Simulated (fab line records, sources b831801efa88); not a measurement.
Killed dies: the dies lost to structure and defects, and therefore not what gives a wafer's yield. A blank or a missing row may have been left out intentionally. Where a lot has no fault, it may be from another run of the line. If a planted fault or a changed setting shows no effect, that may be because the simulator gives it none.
fab line records	flow sky130
[record] lots = 5	wafers = 15	lastDay = 50
route steps=708 shown CAP2M@607 METAL4@621 VIA4@639 PAD_OPEN@708
lots that met no fault: from a run of the same line without faults
startH: start of the lot's first displayed wafer, in hours after the record's first day	waitH: time in hours since the lot's previous step	" the same as in the row above	L1.1+2: one row covering several wafers at once	- no value present, or no start provided	* or withheld: withheld	< > ~ a bound
route shown NAME@n: a module of which the file shows steps, and the number in the route of the first	usual: average and standard deviation across the fault-free wafers	same: alike in all rows	chamber/n: place in a boat	sites: the reading at each site	_std_site: standard deviation of those values	_edge_site: outer sites' mean less inner sites'	radiusMm: for every site, how far away it sits from the centre of the wafer	mask NAME#n: copy n	behind: the tool/chamber that last shaped the wafer	hold: the reason the lot was held/the length of the hold in hours/how it ended	device: transistor that didn't switch, given as n, p or np	end of line: at the end of the route, the tests of the same wafers	a step given without rows: its recipe and nothing more	killed: the dies lost at the first sort to structure and to defects; this is not the yield of the wafer	map: a wafer's dies, x killed, . not, _ none there
set.NAME: setting as actually run; set.NAME@STEP: the setting as run at that earlier step	model.NAME: the simulator's own value behind a step, which no gauge read
lots at selected steps of the route; one table per step, one row per wafer
services: a tool's chamber out of use, with start hour (startH, from the record's first day; less than 0 if before it), hours out, and reason
[[steps]]
[step SKY_CAP2M_THK_MEAS_04]
[recipe] thkMeasGauge = xrf	reads = TiN_of_CAP2M_SPUTTER_02
[usual] CAP2M_TIN_THK = 196.2/2
lot.wafer	tool	chamber	startH	waitH	CAP2M_TIN_THK[nm]
L569.1	filmMetro-03	-	949.89	0.1	192.8
L569.2	"	-	"	"	193.7
L569.6	"	-	"	"	194.6
L582.2	filmMetro-03	-	1034.05	0.1	197.7
L582.5	"	-	"	"	197.5
L582.6	"	-	"	"	198.0
L588.3	filmMetro-03	-	1065.76	0.1	194.7
L588.4	"	-	"	"	194.2
L588.5	"	-	"	"	195.2
L589.4	filmMetro-02	-	1071.56	0.1	197.3
L589.5	"	-	"	"	196.2
L589.6	"	-	"	"	196.0
L590.1	filmMetro-04	-	1075.40	0.1	196.5
L590.2	"	-	"	"	200.2
L590.6	"	-	"	"	196.2
[step SKY_CAP2M_DEHYDRATE_05]
[recipe] tempC = 200	timeS = 60
[step SKY_CAP2M_HMDS_06]
[recipe] primeTimeS = 60	primeTempC = 120
[step SKY_CAP2M_COAT_07]
[recipe] resist = NOVOLAK	spinRpm = 3000	resistThkNm = 1140
[step SKY_CAP2M_SOFTBAKE_08]
[recipe] tempC = 90	timeS = 60	resist = NOVOLAK
[step SKY_CAP2M_EXPOSE_09]
[recipe] maskId = CAP2M	na = 0.6	sourceShape = conventional	sigmaOuter = 0.6	polarization = unpolarized	targetCdNm = 1000	doseMj = 159
[step SKY_CAP2M_PEB_10]
[recipe] tempC = withheld	timeS = *	resist = NOVOLAK
[step SKY_CAP2M_DEVELOP_11]
[recipe] resist = NOVOLAK	developer = TMAH	developTimeS = 60	devTempC = 23
[step SKY_CAP2M_OVL_MEAS_12]
[usual] CAP2M_OVL = 0.8/1.4
lot.wafer	tool	chamber	startH	waitH	CAP2M_OVL[nm]
L569.1	overlay-02	-	974.47	0.1	0.9
L569.2	"	-	"	"	2.4
L569.6	"	-	"	"	0.2
L582.2	overlay-01	-	1056.47	0.1	2.8
L582.5	"	-	"	"	3.1
L582.6	"	-	"	"	2.1
L588.3	overlay-01	-	1086.18	0.1	1.7
L588.4	"	-	"	"	2.2
L588.5	"	-	"	"	2.5
L589.4	overlay-01	-	1091.59	0.1	-0.4
L589.5	"	-	"	"	0.8
L589.6	"	-	"	"	1.0
L590.1	overlay-01	-	1095.97	0.1	-1.4
L590.2	"	-	"	"	0.1
L590.6	"	-	"	"	-1.5
[step SKY_CAP2M_METAL_ETCH_13]
[recipe] targetDepthNm = 220	stopOn = SiO2	chemistry = Cl2/BCl3	target = TiN	pressureMtorr = 10	icpW = 869.6	biasW = 48.5	Cl2_flow_sccm = 60	bcl3FlowSccm = 30	timeS = 62.9
[usual] biasW = 48.50/0.14	drypumpMotorCurrentA = 5.5/0.49	oesProductAu = 0.942/0.0067	throttleValvePct = 21.901/0.0087
lot.wafer	tool	chamber	startH	waitH	biasW	drypumpMotorCurrentA	oesProductAu	rfHoursCounterH	throttleValvePct
L569.1	rieMetal-02	0	974.51	0.0	48.53	6.3	0.943	17	21.902
L569.2	"	1	"	"	48.72	5.3	0.946	7	21.905
L569.6	"	0	"	"	48.54	6.3	0.937	-	21.921
L582.2	rieMetal-03	1	1056.50	0.0	48.60	6.0	0.940	8	21.903
L582.5	"	0	"	"	48.58	5.1	0.953	-	21.902
L582.6	"	1	"	"	48.42	6.0	0.942	-	21.888
L588.3	rieMetal-03	0	1086.23	0.0	48.52	5.1	0.938	-	21.908
L588.4	"	1	"	"	48.57	6.0	0.936	-	21.905
L588.5	"	0	"	"	48.51	5.2	0.939	-	21.908
L589.4	rieMetal-04	1	1091.63	0.0	48.53	4.9	0.942	-	21.903
L589.5	"	1	"	"	48.46	5.0	0.941	-	21.901
L589.6	"	0	"	"	48.78	5.6	0.936	-	21.904
L590.1	rieMetal-03	1	1096.00	0.0	48.32	6.0	0.940	10	21.889
L590.2	"	0	"	"	48.46	5.2	0.950	23	21.898
L590.6	"	1	"	"	48.49	6.0	0.943	-	21.903
[step SKY_CAP2M_STRIP_14]
[recipe] chemistry = O2/N2	powerW = 1400	pressureMtorr = 1500	platenTempC = withheld	o2FlowSccm = 3000	n2FlowSccm = 300	overashFraction = 0.5
[usual] drypumpMotorCurrentA = 5.5/0.47	oesProductAu = 0.710/0.0047	stripTimeToEndpointS = 12.70/0.043
lot.wafer	tool	chamber	startH	waitH	drypumpMotorCurrentA	oesProductAu	rfHoursCounterH	stripTimeToEndpointS
L569.1	plasmaAsher-01	0	974.58	0.1	5.3	0.712	82	12.72
L569.2	"	1	"	"	6.5	0.711	82	12.64
L569.6	"	1	"	"	6.5	0.704	-	12.73
L582.2	plasmaAsher-01	1	1056.58	0.1	6.5	0.710	91	12.65
L582.5	"	0	"	"	5.3	0.708	-	12.67
L582.6	"	1	"	"	6.5	0.711	-	12.65
L588.3	plasmaAsher-03	0	1086.32	0.1	5.5	0.711	-	12.74
L588.4	"	1	"	"	5.1	0.704	-	12.74
L588.5	"	0	"	"	5.6	0.709	-	12.70
L589.4	plasmaAsher-01	0	1091.72	0.1	5.3	0.719	-	12.71
L589.5	"	1	"	"	6.5	0.709	-	12.69
L589.6	"	0	"	"	5.3	0.715	-	12.72
L590.1	plasmaAsher-01	0	1096.08	0.1	5.3	0.714	95	12.65
L590.2	"	1	"	"	6.5	0.710	95	12.67
L590.6	"	1	"	"	6.5	0.706	-	12.69
[step SKY_CAP2M_STRIP_15]
[recipe] chemistry = postEtchResidueRemover	timeS = 1200	tempC = 72.5
[step SKY_CAP2M_CLEAN_16]
[recipe] chemistry = IPA	timeS = 180	tempC = 25
lot.wafer	tool	chamber	startH	waitH
L569.1+2+6	wetBench-03	0	975.06	0.0
L582.2+5+6	wetBench-03	0	1057.02	0.0
L588.3+4+5	wetBench-04	2	1086.79	0.0
L589.4+5+6	wetBench-01	0	1092.13	0.0
L590.1+2+6	wetBench-04	3	1096.67	0.1
[step SKY_CAP2M_CLEAN_17]
[recipe] chemistry = O3/DIW	dry = n2Spin
[step SKY_METAL4_DEHYDRATE_05]
[recipe] tempC = 200	timeS = 60
[step SKY_METAL4_HMDS_06]
[recipe] primeTimeS = 60	primeTempC = 120
[step SKY_METAL4_COAT_07]
[recipe] resist = BARC	tempC = withheld	timeS = withheld	spinRpm = 3000	resistThkNm = 60
[step SKY_METAL4_COAT_08]
[recipe] resist = KrF-thick	spinRpm = 3000	resistThkNm = 1140
[step SKY_METAL4_SOFTBAKE_09]
[recipe] tempC = 100	timeS = 90	resist = KrF-thick
[step SKY_METAL4_EXPOSE_10]
[recipe] maskId = MM4	na = 0.68	sourceShape = annular	sigmaInner = 0.4	sigmaOuter = 0.8	targetCdNm = 300	doseMj = 28
[step SKY_METAL4_PEB_11]
[recipe] pebTempC = withheld	pebTimeS = withheld	resist = KrF-thick
[step SKY_METAL4_DEVELOP_12]
[recipe] developTimeS = 62.52	resist = KrF-thick	devTempC = 21
[step SKY_METAL4_CD_MEAS_13]
[recipe] targetCdNm = 300
[usual] cdNm = 300.1/1.3
lot.wafer	tool	chamber	startH	waitH	cdNm
L569.1	cdSem-02	-	998.32	-	302.3
L569.2	"	-	"	"	301.8
L569.6	"	-	"	"	302.5
L582.2	cdSem-02	-	1078.79	-	301.0
L582.5	"	-	"	"	298.0
L582.6	"	-	"	"	298.0
L588.3	cdSem-01	-	1107.56	-	299.1
L588.4	"	-	"	"	299.2
L588.5	"	-	"	"	298.9
L589.4	cdSem-01	-	1113.02	-	300.5
L589.5	"	-	"	"	302.2
L589.6	"	-	"	"	299.2
L590.1	cdSem-01	-	1116.52	-	299.8
L590.2	"	-	"	"	299.6
L590.6	"	-	"	"	299.9
[step SKY_METAL4_OVL_MEAS_14]
[usual] METAL4_OVL = -4/4.8
lot.wafer	tool	chamber	startH	waitH	METAL4_OVL[nm]
L569.1	overlay-01	-	998.44	0.1	-8
L569.2	"	-	"	"	1
L569.6	"	-	"	"	-3
L582.2	overlay-02	-	1078.89	0.1	-16
L582.5	"	-	"	"	-10
L582.6	"	-	"	"	-6
L588.3	overlay-01	-	1107.65	0.1	-6
L588.4	"	-	"	"	-8
L588.5	"	-	"	"	-1
L589.4	overlay-02	-	1113.09	0.1	6
L589.5	"	-	"	"	2
L589.6	"	-	"	"	6
L590.1	overlay-01	-	1116.64	0.1	0
L590.2	"	-	"	"	5
L590.6	"	-	"	"	3
[step SKY_METAL4_DESCUM_15]
[recipe] chemistry = O2	sourcePowerW = 150	biasPowerW = 0	pressureMtorr = 10	tempC = 40	timeS = 8
[step SKY_METAL4_ETCH_16]
[recipe] chemistry = N2/H2	target = BARC	ionEnergyEv = 200	biasW = 100	pressureMtorr = 30	n2FlowSccm = 100	h2FlowSccm = 200	icpW = 500	stopOn = SiO2	timeS = 88.2	targetDepthA = 600
[usual] biasW = 100.00/0.26	drypumpMotorCurrentA = 5.4/0.43	oesProductAu = 0.627/0.0043	throttleValvePct = 13.204/0.0093
lot.wafer	tool	chamber	startH	waitH	biasW	drypumpMotorCurrentA	oesProductAu	rfHoursCounterH	throttleValvePct
L569.1	rieMetal-02	0	998.51	0.0	100.29	6.3	0.626	18	13.201
L569.2	"	1	"	"	100.44	5.3	0.634	8	13.203
L569.6	"	0	"	"	100.11	6.3	0.626	-	13.211
L582.2	rieMetal-02	1	1079.02	0.1	99.38	5.3	0.626	-	13.201
L582.5	"	1	"	"	99.89	5.3	0.631	-	13.203
L582.6	"	1	"	"	100.17	5.3	0.628	-	13.212
L588.3	rieMetal-02	1	1107.74	0.0	99.94	5.3	0.622	-	13.213
L588.4	"	0	"	"	100.08	6.3	0.630	-	13.200
L588.5	"	1	"	"	99.93	5.3	0.630	-	13.183
L589.4	rieMetal-02	1	1113.18	0.0	100.12	5.3	0.633	-	13.200
L589.5	"	1	"	"	100.22	5.3	0.629	-	13.209
L589.6	"	0	"	"	99.48	6.3	0.626	-	13.222
L590.1	rieMetal-04	0	1116.74	0.1	100.38	5.6	0.636	5	13.192
L590.2	"	0	"	"	100.28	5.6	0.631	-	13.210
L590.6	"	0	"	"	100.14	5.6	0.628	-	13.204
[step SKY_METAL4_ETCH_17]
[recipe] target = SiO2	stopOn = TiN	chemistry = C4F8/O2/Ar	sourceW = 1500	biasW = 1200	pressureMtorr = 40	c4f8FlowSccm = withheld	O2_flow_sccm = 6	Ar_flow_sccm = 300	timeS = 3.9	targetDepthA = 150
[step SKY_METAL4_METAL_ETCH_18]
[recipe] targetDepthA = 8450	stopOn = SiO2	overEtchFrac = 0.3	timeS = 183.1	chemistry = Cl2/BCl3	resistSidewallDeg = 88	pressureMtorr = 10	icpW = 900	biasW = 48.5	Cl2_flow_sccm = 60	bcl3FlowSccm = 30
[step SKY_METAL4_STRIP_19]
[recipe] chemistry = O2/N2	powerW = 1400	pressureMtorr = 1500	platenTempC = withheld	o2FlowSccm = 3000	n2FlowSccm = 300	overashFraction = 0.5
[usual] drypumpMotorCurrentA = 5.5/0.35	oesProductAu = 0.501/0.0055	stripTimeToEndpointS = 6.51/0.08
lot.wafer	tool	chamber	startH	waitH	drypumpMotorCurrentA	oesProductAu	rfHoursCounterH	stripTimeToEndpointS
L569.1	plasmaAsher-02	1	998.80	0.1	6.1	0.504	24	6.50
L569.2	"	0	"	"	5.4	0.496	24	6.55
L569.6	"	0	"	"	5.4	0.499	-	6.46
L582.2	plasmaAsher-04	1	1079.38	0.1	5.6	0.505	2	6.48
L582.5	"	1	"	"	5.6	0.501	-	6.51
L582.6	"	0	"	"	5.0	0.505	-	6.52
L588.3	plasmaAsher-04	1	1108.03	0.1	5.6	0.496	-	6.38
L588.4	"	0	"	"	5.0	0.500	-	6.50
L588.5	"	0	"	"	5.0	0.507	-	6.47
L589.4	plasmaAsher-02	0	1113.65	0.2	5.4	0.507	-	6.57
L589.5	"	1	"	"	6.0	0.501	-	6.59
L589.6	"	0	"	"	5.4	0.496	-	6.56
L590.1	plasmaAsher-03	0	1117.13	0.1	5.6	0.497	70	6.51
L590.2	"	1	"	"	5.1	0.500	70	6.43
L590.6	"	1	"	"	5.1	0.506	-	6.58
[step SKY_METAL4_STRIP_20]
[recipe] chemistry = postEtchResidueRemover	timeS = 1200	tempC = 72.5
[step SKY_METAL4_CLEAN_21]
[recipe] chemistry = IPA	timeS = 180	tempC = 25
[step SKY_METAL4_CLEAN_22]
[recipe] chemistry = O3/DIW	dry = n2Spin
[step SKY_VIA4_HDPCVD_00]
[recipe] material = SiO2	targetThkNm = 1750	sigmaOpenFrac = 0.3	timeS = 291.7	tempC = 400	sih4FlowSccm = 60	pressureMtorr = 6
[step SKY_VIA4_THK_MEAS_01]
[recipe] reads = SiO2_of_VIA4_HDPCVD_00
[usual] VIA4_HDPCVD_THK = 1757/19
lot.wafer	tool	chamber	startH	waitH	VIA4_HDPCVD_THK[nm]
L569.1	filmMetro-03	-	999.57	0.1	1757
L569.2	"	-	"	"	1727
L569.6	"	-	"	"	1765
L582.2	filmMetro-01	-	1080.17	0.1	1734
L582.5	"	-	"	"	1743
L582.6	"	-	"	"	1780
L588.3	filmMetro-04	-	1108.82	0.1	1763
L588.4	"	-	"	"	1736
L588.5	"	-	"	"	1762
L589.4	filmMetro-03	-	1114.46	0.0	1748
L589.5	"	-	"	"	1768
L589.6	"	-	"	"	1767
L590.1	filmMetro-03	-	1117.94	0.1	1738
L590.2	"	-	"	"	1798
L590.6	"	-	"	"	1783
[step SKY_VIA4_CMP_02]
[recipe] material = SiO2	downForcePsi = 4	platenRpm = 60	padVelocityMS = 0.94248
[usual] motorCurrentA = 12.0/0.97
lot.wafer	tool	chamber	startH	waitH	motorCurrentA
L569.1	cmp-02	2	999.68	0.1	11.8
L569.2	"	3	"	"	12.4
L569.6	"	2	"	"	11.9
L582.2	cmp-01	2	1080.32	0.1	13.3
L582.6	"	0	"	"	11.7
L582.5	"	1	"	"	12.8
L588.3	cmp-02	0	1108.86	0.0	10.1
L588.4	"	2	"	"	11.5
L588.5	"	1	"	"	12.5
L589.4	cmp-02	2	1114.59	0.1	11.0
L589.6	"	0	"	"	10.0
L589.5	"	1	"	"	12.9
L590.1	cmp-02	3	1118.00	0.1	12.2
L590.2	"	2	"	"	11.2
L590.6	"	3	"	"	11.5
[step SKY_VIA4_BOW_MEAS_03]
[recipe] mode = bow
[usual] VIA4_BOW = 80/8.2
lot.wafer	tool	chamber	startH	waitH	VIA4_BOW[um]
L569.1	filmMetro-03	-	999.93	0.2	85
L569.2	"	-	"	"	60
L569.6	"	-	"	"	68
L582.2	filmMetro-03	-	1080.54	0.2	80
L582.5	"	-	"	"	74
L582.6	"	-	"	"	71
L588.3	filmMetro-04	-	1109.20	0.3	81
L588.4	"	-	"	"	68
L588.5	"	-	"	"	76
L589.4	filmMetro-03	-	1114.85	0.2	93
L589.5	"	-	"	"	83
L589.6	"	-	"	"	90
L590.1	filmMetro-03	-	1118.30	0.2	77
L590.2	"	-	"	"	80
L590.6	"	-	"	"	77
[step SKY_VIA4_DEHYDRATE_04]
[recipe] tempC = 200	timeS = 60
[step SKY_VIA4_HMDS_05]
[recipe] primeTimeS = 60	primeTempC = 120
[step SKY_VIA4_COAT_06]
[recipe] resist = NOVOLAK	spinRpm = 3000	resistThkNm = 1140
[step SKY_VIA4_SOFTBAKE_07]
[recipe] tempC = 90	timeS = 60	resist = NOVOLAK
[step SKY_VIA4_EXPOSE_08]
[recipe] maskId = VIM4	na = 0.6	sourceShape = conventional	sigmaOuter = 0.6	polarization = unpolarized	targetCdNm = 800	doseMj = 132
[step SKY_VIA4_PEB_09]
[recipe] tempC = withheld	timeS = *	resist = NOVOLAK
[step SKY_PAD_OPEN_PROBE_99]
[usual] defectLimitedYield = 82.5/1.9	killed_at_M0_to_M3 = 42/7.2	killed_at_M4_up = 3.5/1.8	killedAtContacts = 25/5.7	killedAtFrontEnd = 16/4.6	killedAtOther = 0.2/0.41	killedDies = 86/9.3	killedOpen = 47/6.3	killedShort = 39/5.9	sort_bin_3_pad_short = 0.9/0.44	sort_bin_5_function = 10.3/1.5	sort_bin_6_memory = 6.3/1	sortNPass = 406/9.3	sortYieldPct = 82.5/1.9
[same] grossDies = 492	killedAtBackSide = 0	sort_bin_4_leakage[%] = 0	sort_bin_8_speed[%] = 0
lot.wafer	tool	chamber	startH	waitH	defectLimitedYield[%]	killed_at_M0_to_M3	killed_at_M4_up	killedAtContacts	killedAtFrontEnd	killedAtOther	killedDies	killedOpen	killedShort	sort_bin_3_pad_short[%]	sort_bin_5_function[%]	sort_bin_6_memory[%]	sortNPass	sortYieldPct[%]	model.etest.tester.sortNPass	model.etest.tester.sortYieldPct	model.etest.tester.sort_bin_5_pct	model.etest.tester.sort_bin_3_pct
L569.1	prober-01	-	1092.90	0.1	82.7	37	5	24	18	1	85	47	38	0.4	11.8	5.1	407	82.7	407	82.72	11.79	0.4065
L569.2	prober-01	-	1092.95	0.1	82.7	44	2	24	14	1	85	42	43	1.0	9.3	6.9	407	82.7	407	82.72	9.35	1.016
L569.6	prober-01	-	1093.15	0.2	84.1	39	6	22	11	0	78	38	40	1.0	9.6	5.3	414	84.1	414	84.15	9.553	1.016
L582.2	prober-01	-	1164.03	0.1	73.6	46	2	26	9	47	130	48	35	3.3	16.7	6.5	362	73.6	362	73.58	16.67	3.252
L582.5	prober-01	-	1164.18	0.2	74.8	40	5	20	14	45	124	46	33	3.3	17.1	4.9	368	74.8	368	74.8	17.07	3.252
L582.6	prober-01	-	1164.23	0.2	75.0	39	5	17	13	49	123	41	33	3.3	16.5	5.3	369	75.0	369	75	16.46	3.252
L588.3	prober-01	-	1187.34	0.2	84.6	44	4	15	13	0	76	36	40	1.0	9.6	4.9	416	84.6	416	84.55	9.553	1.016
L588.4	prober-01	-	1187.39	0.2	82.3	46	3	17	20	1	87	51	36	1.4	9.8	6.5	405	82.3	405	82.32	9.756	1.423
L588.5	prober-01	-	1187.44	0.2	81.3	46	1	27	18	0	92	51	41	1.0	11.4	6.3	400	81.3	400	81.3	11.38	1.016
L589.4	prober-02	-	1191.84	0.2	83.9	35	3	27	14	0	79	44	35	1.8	8.3	5.9	413	83.9	413	83.94	8.333	1.829
L589.5	prober-02	-	1191.89	0.2	83.7	36	7	22	14	1	80	38	42	0.4	10.4	5.5	412	83.7	412	83.74	10.37	0.4065
L589.6	prober-02	-	1191.94	0.2	80.9	56	2	18	17	1	94	50	44	1.2	10.6	7.3	398	80.9	398	80.89	10.57	1.22
L590.1	prober-01	-	1193.59	0.1	84.1	31	3	27	17	0	78	41	37	0.2	8.9	6.7	414	84.1	414	84.15	8.943	0.2033
L590.2	prober-01	-	1193.64	0.1	81.9	46	0	28	15	0	89	50	39	0.8	10.8	6.5	403	81.9	403	81.91	10.77	0.813
L590.6	prober-01	-	1193.84	0.2	84.6	40	3	23	10	0	76	45	31	0.8	8.9	5.7	416	84.6	416	84.55	8.943	0.813
// killed by level:class
L569.1 CONTACT:geometricParticle:open=8 VIA1:geometricParticle:open=7 FIELD_ISO:geometricParticle:open=6 LI_CONTACT:geometricParticle:open=6 METAL2:geometricParticle:short=5 METAL1:geometricParticle:short=5 VIA1:geometricParticle:short=5 CONTACT:geometricParticle:short=4
L569.2 VIA3:geometricParticle:short=10 CONTACT:geometricParticle:open=8 VIA1:geometricParticle:open=7 CONTACT:geometricParticle:short=6 METAL2:geometricParticle:short=6 VIA2:geometricParticle:open=6 FIELD_ISO:geometricParticle:open=5 LI_CONTACT:geometricParticle:open=5
L569.6 VIA3:geometricParticle:open=8 LI_CONTACT:geometricParticle:open=7 METAL1:geometricParticle:short=7 LI_CONTACT:geometricParticle:short=6 VIA1:geometricParticle:open=6 VIA2:geometricParticle:open=5 METAL4:geometricParticle:short=5 CONTACT:geometricParticle:open=3
L582.2 CAP2M:unspecified=47 LI_CONTACT:geometricParticle:open=10 VIA1:geometricParticle:open=9 VIA2:geometricParticle:open=8 VIA3:geometricParticle:open=8 CONTACT:geometricParticle:open=7 METAL2:geometricParticle:short=6 LOCAL_INTERCONNECT:geometricParticle:short=5
L582.5 CAP2M:unspecified=45 VIA1:geometricParticle:open=13 CONTACT:geometricParticle:open=8 VIA3:geometricParticle:open=7 LOCAL_INTERCONNECT:geometricParticle:short=6 CONTACT:geometricParticle:short=4 METAL2:geometricParticle:short=4 VIA2:geometricParticle:open=4
L582.6 CAP2M:unspecified=49 VIA1:geometricParticle:open=9 VIA2:geometricParticle:open=7 CONTACT:geometricParticle:open=6 METAL2:geometricParticle:short=6 POLY_GATE:geometricParticle:short=5 POLY_GATE:geometricParticle:open=4 VIA3:geometricParticle:open=4
L588.3 VIA1:geometricParticle:short=10 VIA1:geometricParticle:open=7 CONTACT:geometricParticle:open=6 VIA3:geometricParticle:open=5 FIELD_ISO:geometricParticle:short=4 LI_CONTACT:geometricParticle:open=4 METAL2:geometricParticle:short=4 VIA2:geometricParticle:short=4
L588.4 CONTACT:geometricParticle:open=10 VIA1:geometricParticle:open=10 VIA3:geometricParticle:open=8 VIA2:geometricParticle:open=8 FIELD_ISO:geometricParticle:short=5 METAL1:geometricParticle:short=5 VIA1:geometricParticle:short=5 SPACER:geometricParticle:open=4
L588.5 VIA1:geometricParticle:open=14 LOCAL_INTERCONNECT:geometricParticle:short=8 CONTACT:geometricParticle:open=8 VIA3:geometricParticle:open=7 FIELD_ISO:geometricParticle:short=5 LI_CONTACT:geometricParticle:open=5 METAL1:geometricParticle:short=5 FIELD_ISO:geometricParticle:open=4
L589.4 LI_CONTACT:geometricParticle:open=11 POLY_GATE:geometricParticle:open=8 METAL1:geometricParticle:short=7 VIA3:geometricParticle:open=7 CONTACT:geometricParticle:short=6 CONTACT:geometricParticle:open=5 VIA1:geometricParticle:short=5 LOCAL_INTERCONNECT:geometricParticle:short=5
L589.5 CONTACT:geometricParticle:open=10 VIA1:geometricParticle:open=7 METAL4:geometricParticle:short=6 METAL2:geometricParticle:short=6 LOCAL_INTERCONNECT:geometricParticle:short=5 VIA1:geometricParticle:short=5 VIA3:geometricParticle:open=4 FIELD_ISO:geometricParticle:short=3
L589.6 VIA3:geometricParticle:open=14 VIA1:geometricParticle:open=10 POLY_GATE:geometricParticle:short=7 LI_CONTACT:geometricParticle:open=7 VIA2:geometricParticle:open=7 METAL2:geometricParticle:short=6 VIA1:geometricParticle:short=6 METAL3:geometricParticle:short=4
L590.1 CONTACT:geometricParticle:open=11 LI_CONTACT:geometricParticle:open=8 FIELD_ISO:geometricParticle:short=6 VIA1:geometricParticle:open=6 VIA2:geometricParticle:open=6 METAL2:geometricParticle:short=5 POLY_GATE:geometricParticle:open=4 LOCAL_INTERCONNECT:geometricParticle:short=4
L590.2 VIA1:geometricParticle:open=13 CONTACT:geometricParticle:open=13 VIA3:geometricParticle:open=6 LI_CONTACT:geometricParticle:open=6 METAL1:geometricParticle:short=6 METAL2:geometricParticle:short=6 FIELD_ISO:geometricParticle:short=5 LOCAL_INTERCONNECT:geometricParticle:short=5
L590.6 VIA2:geometricParticle:open=9 LI_CONTACT:geometricParticle:open=8 CONTACT:geometricParticle:open=8 VIA1:geometricParticle:short=6 VIA1:geometricParticle:open=6 VIA3:geometricParticle:open=6 LI_CONTACT:geometricParticle:short=3 METAL1:geometricParticle:short=3
// map L582.2 (x killed, . not)
__________...x.....x_________
________...........x.._______
______......x........x.x_____
_____..x.....x.....xxxxxx____
____xx....xx...x....xxxxxx___
___....x.....x.....xxxxxxxx__
__..x..............xxxxxxxxx_
_........x.x..x..x.xxxxxxxxx.
_.x..xx..............xxxxxxx.
_........x.xx.......x.xx.x..x
_xx.x...x...x.......x...x.x..
_..x....x..........x.........
_..x..........x............x.
_.x.xxx......x...x.......x...
_...........x........x.....xx
__...x...x..........xx......_
___......x.....x.x....xx...__
____.xx......x..xx........___
_____.x....x...x........x____
______xx.x..x.....x....._____
________......xx....x._______
__________.xx..x...._________
// map L569.1 (x killed, . not)
__________..xx......_________
________x....x.x......_______
______......x.x...x....._____
_____.x.x......xx.x..x...____
____....x...xx............___
___.x....x.....x..xx..x....__
__.....xx..x...x.x..x...x..._
_...x.......................x
_.x.............x...x....x...
_.x.....x.....x..........x...
_.......x........x..x......x.
_..xx.......x.x.............x
_.................x..xx......
_.....x.....x....x...xx.x....
_..xx...........xxxx.x...x...
__.........................._
___x.x.....x..xx..xx.x.....__
____...........x.........x___
_____....................____
______xx..............x._____
________......x...x.x._______
__________..x..x..x._________
[[services]]
tool	chamber	startH	hours	kind
cmp-01	-	955.42	5.7	pm
plasmaAsher-02	-	956.72	0.5	repair
cmp-02	-	966.38	3.9	repair
plasmaAsher-02	-	978.00	1.7	repair
rieMetal-03	0	982.63	2.7	repair
rieMetal-03	1	984.74	4.0	repair
cmp-02	-	985.58	12.6	repair
plasmaAsher-04	-	1015.52	3.1	repair
rieMetal-04	0	1030.98	-	clean
wetBench-01	-	1049.82	1.5	repair
plasmaAsher-04	-	1055.25	9.0	pm
cmp-02	-	1057.40	0.6	repair
rieMetal-02	0	1060.12	-	clean
rieMetal-02	0	1060.12	25.4	scheduledDown
rieMetal-02	0	1060.12	25.4	ventCycle
rieMetal-03	-	1067.22	0.6	repair
plasmaAsher-02	-	1075.04	14.6	pm
plasmaAsher-03	-	1078.52	2.8	pm
cmp-02	-	1084.25	4.0	pm
plasmaAsher-01	-	1087.22	3.9	repair
cmp-02	-	1088.25	-	consumableReplace:conditioner
cmp-02	-	1088.25	-	consumableReplace:pad
plasmaAsher-04	-	1091.35	8.5	repair
wetBench-03	-	1093.88	4.4	pm
[[key]]
[firstSign] step = SKY_PAD_OPEN_PROBE_99	reading = killedAtOther	direction = up	sigmas = 47	usual = 0.2	struck = 47
[effect] step = SKY_PAD_OPEN_PROBE_99	reading = sort_bin_3_pad_short	direction = up	sigmas = 5.3	usual = 0.9	struck = 3.3
[modelEffect] step = SKY_PAD_OPEN_PROBE_99	value = etest.tester.sortNPass	without = 407.7	struck = 366.3
metAt SKY_CAP2M_CLEAN_16
struckWafers L582.2,L582.5,L582.6
onsetBetween 975.06 1057.02
alsoFits SKY_VIA4_CMP_02:cmp-01
[fault] kind = chamberParticleSource	tool = wetBench-03	chamber = 0	onsetH = 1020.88	steps = SKY_CAP2M_CLEAN_16	ratePerVisitCm2 = 0.83481	endH = 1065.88
